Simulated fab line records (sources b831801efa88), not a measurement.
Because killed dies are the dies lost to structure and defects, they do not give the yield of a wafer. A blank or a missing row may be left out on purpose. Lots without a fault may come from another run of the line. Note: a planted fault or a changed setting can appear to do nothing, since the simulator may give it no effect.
Which tool did it? ; flow sky130 ; Sampling: 24 lots, 72 wafers, 3 of 708 route steps

WHAT THE GAUGES SHOWED, per wafer
SKY_FIELD_ISO_THK_MEAS_25.
lot;measured;on;FIELD_ISO_CVD_24_THK (nm)
L074;day 2 08:11;film metro-02;585 580 580
L075;day 2 13:46;film metro-03;583 595 579
L076;day 2 21:16;film metro-02;592 590 596
L077;day 3 01:44;film metro-01;588 598 586
L078;day 3 07:14;film metro-02;595 596 603
L079;day 3 10:35;film metro-02;589 590 598
L080;day 3 15:37;film metro-03;598 588 593
L081;day 3 23:03;film metro-02;587 583 582
L082;day 4 04:38;film metro-01;585 585 584
L083;day 4 10:06;film metro-01;589 587 587
L084;day 4 18:26;film metro-01;585 593 598
L085;day 4 18:26;film metro-03;589 598 592
L086;day 4 23:11;film metro-03;590 597 594
L087;day 5 04:11;film metro-01;583 596 596
L088;day 5 12:46;film metro-01;597 601 592
L089;day 5 12:52;film metro-02;592 595 587
L090;day 5 22:26;film metro-02;598 600 597
L091;day 6 00:14;film metro-03;588 592 587
L092;day 6 04:45;film metro-03;587 583 585
L093;day 6 09:39;film metro-02;586 582 586
L094;day 6 18:02;film metro-03;595 591 596
L095;day 6 23:35;film metro-03;588 591 584
L096;day 7 01:59;film metro-01;589 593 592
L097;day 7 07:25;film metro-03;586 589 577

SKY_LDD_HVN_TW_MEAS_10.
lot;measured;on;LDD_HVN_TW
L074;day 20 19:53;film metro-02;1443 1451 1445
L075;day 21 02:47;film metro-01;1432 1442 1435
L076;day 21 14:56;film metro-02;1442 1448 1447
L077;day 21 19:11;film metro-01;1433 1434 1432
L078;day 22 10:37;film metro-04;1433 1445 1448
L079;day 22 17:05;film metro-02;1456 1449 1447
L080;day 23 03:39;film metro-02;1447 1447 1441
L081;day 23 20:50;film metro-02;1452 1440 1447
L082;day 24 18:25;film metro-01;1438 1438 1437
L083;day 24 23:14;film metro-01;1439 1442 1434
L084;day 25 02:35;film metro-04;1439 1441 1441
L085;day 25 12:15;film metro-02;1442 1450 1444
L086;day 25 10:20;film metro-04;1454 1440 1444
L087;day 25 15:52;film metro-02;1448 1442 1448
L088;day 26 04:55;film metro-04;1451 1446 1456
L089;day 26 07:32;film metro-04;1444 1449 1449
L090;day 26 15:58;film metro-02;1443 1440 1444
L091;day 26 23:59;film metro-02;1441 1441 1432
L092;day 27 13:11;film metro-01;1439 1434 1441
L093;day 27 09:23;film metro-01;1443 1434 1437
L094;day 27 23:47;film metro-04;1454 1455 1455
L095;day 28 08:40;film metro-04;1444 1439 1431
L096;day 28 13:26;film metro-02;1447 1455 1441
L097;day 28 22:43;film metro-01;1449 1447 1441

EACH LOT AND THE TOOL THAT RAN IT (in order: tool; ch and the chambers of the sampled wafers; start)
lot;SKY_NWELL_STRIP_14
L074;plasma asher-02 ch 0, day 4 17:40
L075;plasma asher-01 ch 0,1, day 4 21:28
L076;plasma asher-04 ch 0,1, day 5 04:26
L077;plasma asher-01 ch 0,1, day 5 08:05
L078;plasma asher-04 ch 0,1, day 5 15:38
L079;plasma asher-04 ch 0,1, day 5 20:55
L080;plasma asher-04 ch 0,1, day 6 01:39
L081;plasma asher-02 ch 0,1, day 6 11:46
L082;plasma asher-01 ch 0,1, day 7 05:05
L083;plasma asher-04 ch 0,1, day 7 05:16
L084;plasma asher-04 ch 0,1, day 7 12:10
L085;plasma asher-01 ch 0,1, day 7 13:37
L086;plasma asher-02 ch 0,1, day 7 13:40
L087;plasma asher-04 ch 0,1, day 7 18:16
L088;plasma asher-01 ch 0,1, day 8 06:21
L089;plasma asher-02 ch 0,1, day 8 06:55
L090;plasma asher-01 ch 0,1, day 8 14:50
L091;plasma asher-04 ch 0,1, day 8 17:46
L092;plasma asher-01 ch 0,1, day 8 23:03
L093;plasma asher-02 ch 1, day 9 03:04
L094;plasma asher-04 ch 0,1, day 9 13:20
L095;plasma asher-02 ch 0,1, day 9 20:16
L096;plasma asher-01 ch 0,1, day 9 22:01
L097;plasma asher-01 ch 0,1, day 10 07:01
- SKY_NWELL_STRIP_14: strips in O2/N2.

AS READ BY THE TOOLS THEMSELVES (means over the sampled wafers that have a number; for cases with no such wafer, the mark the record gives instead)
SKY_NWELL_STRIP_14.
lot;tool;drypump motor current A (A);oes product au (a.u.);strip time to endpoint s (s)
L074;plasma asher-02;5.1;0.721;36.97
L075;plasma asher-01;6.0;0.723;36.75
L076;plasma asher-04;6.3;0.727;36.72
L077;plasma asher-01;6.0;0.725;36.89
L078;plasma asher-04;6.2;0.722;37.04
L079;plasma asher-04;6.3;0.727;36.96
L080;plasma asher-04;6.2;0.719;36.82
L081;plasma asher-02;5.6;0.719;36.93
L082;plasma asher-01;6.0;0.721;36.96
L083;plasma asher-04;6.2;0.721;36.98
L084;plasma asher-04;6.2;0.721;36.93
L085;plasma asher-01;6.2;0.721;37.03
L086;plasma asher-02;5.6;0.719;36.92
L087;plasma asher-04;6.3;0.722;36.91
L088;plasma asher-01;6.0;0.726;36.92
L089;plasma asher-02;5.6;0.717;36.84
L090;plasma asher-01;6.0;0.722;36.78
L091;plasma asher-04;6.2;0.721;36.92
L092;plasma asher-01;6.0;0.721;36.91
L093;plasma asher-02;6.6;0.722;36.93
L094;plasma asher-04;6.2;0.721;36.88
L095;plasma asher-02;6.1;0.726;36.93
L096;plasma asher-01;6.2;0.723;36.92
L097;plasma asher-01;6.2;0.723;36.82

THE ANSWER, worked out from the rows above alone
Rule: the usual values come from the lots themselves. Put in order of their means at a reading, lots are off if they are a third of the lots or fewer, leave a main group of 4 or more, and stand apart from it by a gap of 3 or more times the standard deviation of the main group's means; of several such gaps the widest counts. A main group whose means are all the same, to the digits that the tables above print for the reading, isn't used. Also off: a lot with no number at a reading for which 4 or more lots have one. Where the step has rows for the other lots, those lots are counted as sound. First the gauges in route order, then the tools' own readings, where a lot's mean is used as printed above. At the first step where some lot is off, the reading lying furthest off is the one used; lots without a number count as furthest.
Nothing can be told from this: no lot is off at any reading shown.

WHAT THE SIMULATOR HAD PUT IN
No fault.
